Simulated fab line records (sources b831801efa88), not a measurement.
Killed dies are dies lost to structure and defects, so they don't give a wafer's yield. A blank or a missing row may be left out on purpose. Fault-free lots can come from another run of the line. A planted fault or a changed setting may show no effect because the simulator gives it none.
Which tool was responsible? :: flow gf180mcu :: 39 wafers from 13 lots sampled at 2 of the route's 602 steps

WHAT THE GAUGES SHOWED, per wafer
GF_M2_OVL_MEAS_15.
lot: L288
measured: day 19 01:30
on: overlay-02
M2_OVL (nm): 5 3 7

lot: L289
measured: day 19 15:03
on: overlay-01
M2_OVL (nm): 8 5 7

lot: L290
measured: day 20 02:04
on: overlay-02
M2_OVL (nm): -2 5 -4

lot: L291
measured: day 20 09:45
on: overlay-02
M2_OVL (nm): -8 -1 -10

lot: L292
measured: day 20 15:09
on: overlay-01
M2_OVL (nm): -8 -8 -7

lot: L298
measured: day 23 00:37
on: overlay-02
M2_OVL (nm): 6 7 1

lot: L303
measured: day 24 15:04
on: overlay-02
M2_OVL (nm): 2 10 -2

lot: L304
measured: day 24 22:01
on: overlay-02
M2_OVL (nm): 8 4 6

lot: L305
measured: day 25 08:19
on: overlay-02
M2_OVL (nm): 2 2 -2

lot: L306
measured: day 25 15:36
on: overlay-01
M2_OVL (nm): 0 -7 -11

lot: L308
measured: day 26 07:19
on: overlay-02
M2_OVL (nm): -6 -3 8

lot: L310
measured: day 26 21:37
on: overlay-01
M2_OVL (nm): 0 1 5

lot: L311
measured: day 27 01:12
on: overlay-02
M2_OVL (nm): -6 2 -1

WHICH TOOL RAN EACH LOT (tool, then ch and the chambers of the sampled wafers, then the start)
lot: L288
GF_MVPSD_EXPOSE_04: iline-stepper-02 ch 0, day 4 16:15

lot: L289
GF_MVPSD_EXPOSE_04: iline-stepper-01 ch 0, day 4 23:16

lot: L290
GF_MVPSD_EXPOSE_04: iline-stepper-01 ch 0, day 5 04:28

lot: L291
GF_MVPSD_EXPOSE_04: iline-stepper-02 ch 0, day 5 12:25

lot: L292
GF_MVPSD_EXPOSE_04: iline-stepper-01 ch 0, day 5 16:43

lot: L298
GF_MVPSD_EXPOSE_04: iline-stepper-01 ch 0, day 7 05:26

lot: L303
GF_MVPSD_EXPOSE_04: iline-stepper-01 ch 0, day 8 10:01

lot: L304
GF_MVPSD_EXPOSE_04: iline-stepper-01 ch 0, day 8 13:32

lot: L305
GF_MVPSD_EXPOSE_04: iline-stepper-02 ch 0, day 9 00:22

lot: L306
GF_MVPSD_EXPOSE_04: iline-stepper-01 ch 0, day 9 05:16

lot: L308
GF_MVPSD_EXPOSE_04: iline-stepper-01 ch 0, day 9 16:52

lot: L310
GF_MVPSD_EXPOSE_04: iline-stepper-02 ch 0, day 10 04:43

lot: L311
GF_MVPSD_EXPOSE_04: iline-stepper-02 ch 0, day 10 09:50
- GF_MVPSD_EXPOSE_04: exposes mask MVPSD, target cd 1000 nm.

WHAT THE TOOLS THEMSELVES READ (means of the sampled wafers that have a number; where no wafer has one, the mark that the record gives instead)
The record holds no such reading with a usual standard deviation.

THE ANSWER, worked out from the rows above alone
Rule: what is usual is taken from the lots themselves. The widest of any qualifying gaps counts: lots, ordered by their means at a reading, are off when they make up no more than a third of the lots, leave a main group of 4 or more, and stand apart from it by 3 or more times the standard deviation of that group's means. The tables above print the reading to a certain number of digits; a main group whose means all agree to those digits is not used. Also off: a lot with no number at a reading for which 4 or more lots have one. All remaining lots with rows at the step are treated as sound. First the gauges in route order, then the tools' own readings, where a lot's mean is used as printed above. The first step at which some lot is off is used, and at that step the reading that is off furthest; a lot without a number counts as furthest.
Nothing can be told from this: no lot is off at any reading shown.

WHAT WAS PUT IN BY THE SIMULATOR
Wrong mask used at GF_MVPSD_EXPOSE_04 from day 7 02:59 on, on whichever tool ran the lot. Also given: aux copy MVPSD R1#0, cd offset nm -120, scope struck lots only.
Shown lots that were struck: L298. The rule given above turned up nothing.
